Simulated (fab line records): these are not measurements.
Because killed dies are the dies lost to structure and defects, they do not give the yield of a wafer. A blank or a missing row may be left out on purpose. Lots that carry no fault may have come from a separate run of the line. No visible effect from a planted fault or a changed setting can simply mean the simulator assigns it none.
A lot that was struck, set against a sound lot	flow gf180mcu	13 out of 602 route steps
Sound: the wafers L544.1, L544.3, L544.6. Wafers L547.3, L547.5, L547.6 were the ones struck. At the end, the cause is stated.
Each step with rows lists, per side, the tool, then ch with its chambers, then its first start. Under that, the readings that differ: sound wafers	struck wafers	difference of the means	sigmas: that difference in standard deviations of wafers without a fault.
alike: readings with means less than 2 such deviations apart, plus words and numbers identical on both sides. not compared: withheld readings, readings lacking a value on some wafer, bounds such as >300 that could conceal the same value, and numbers that have no deviation in the record and whose values overlap.
Wherever a step has rows on one side only, a row that says differs or no value, or a row with sigmas, the two part there. Numbers that don't overlap but have no deviation are shown without sigmas and don't part them. A reading that every wafer of one side lacks parts them only if that side has two wafers or more.

first, 5 steps without rows for these wafers: GF_STI_WET_ETCH_17 (etches Si3N4 in H3PO4, target depth 45 nm, time 514 s); GF_STI_CLEAN_18 (cleans in SC1/SC2, time 144.5 s); GF_STI_CLEAN_19 (cleans in dHF, time 20 s); GF_STI_WET_ETCH_20 (etches SiO2 in dHF, target depth 20 nm, time 400 s); GF_STI_OXIDATION_21 (stabilise 600 s, purge 300 s, target thk 15 nm).
GF_STI_THK_MEAS_22:
  sound: film metro-03 at day 2 11:42; struck: film metro-03 at day 3 00:56
reading	sound	struck	difference	sigmas
STI_OXIDATION_01_THK (nm)	15.24 14.79 15.22	14.41 14.24 14.54	-0.69	-2
then, 1 step without rows for these wafers: GF_STI_CVD_23 (deposits SiO2, target thk 650 nm, time 108.3 s).
GF_STI_THK_MEAS_24:
  sound: film metro-04 at day 2 11:50; struck: film metro-04 at day 3 01:07
  alike: STI_CVD_23_THK
GF_STI_CMP_25: polishes, stops on Si3N4, t overpolish 33 s, target thk 524.6 nm.
  sound on cmp-02 ch 0,1,2, day 2 11:59; struck on cmp-02 ch 0,3, day 3 01:09
  alike: motor current A, overpolish run s, time to endpoint s
then, 3 steps without rows for these wafers: GF_STI_WET_ETCH_26 (etches SiO2 in dHF, target depth 94 nm, time 188 s); GF_STI_WET_ETCH_27 (etches Si3N4 in H3PO4, target depth 160 nm, time 1825 s); GF_STI_WET_ETCH_28 (etches SiO2 in dHF, target depth 20 nm, time 40 s).
GF_STI_OXIDATION_29: stabilise 600 s, purge 300 s, target thk 10 nm.
  sound on furnace-02 ch 0, day 2 15:29; struck on furnace-02, day 3 02:22
  no value came back on the struck wafers for any of 6 readings (ox temp c (C), ox temp c max and others); on the sound wafers ox temp c (C) reads 899.5 900.7 900.4

== WHERE THEY PART ==
Earliest at GF_STI_THK_MEAS_22; latest, in this record, at GF_STI_OXIDATION_29.

WHY: what had been put in by the simulator
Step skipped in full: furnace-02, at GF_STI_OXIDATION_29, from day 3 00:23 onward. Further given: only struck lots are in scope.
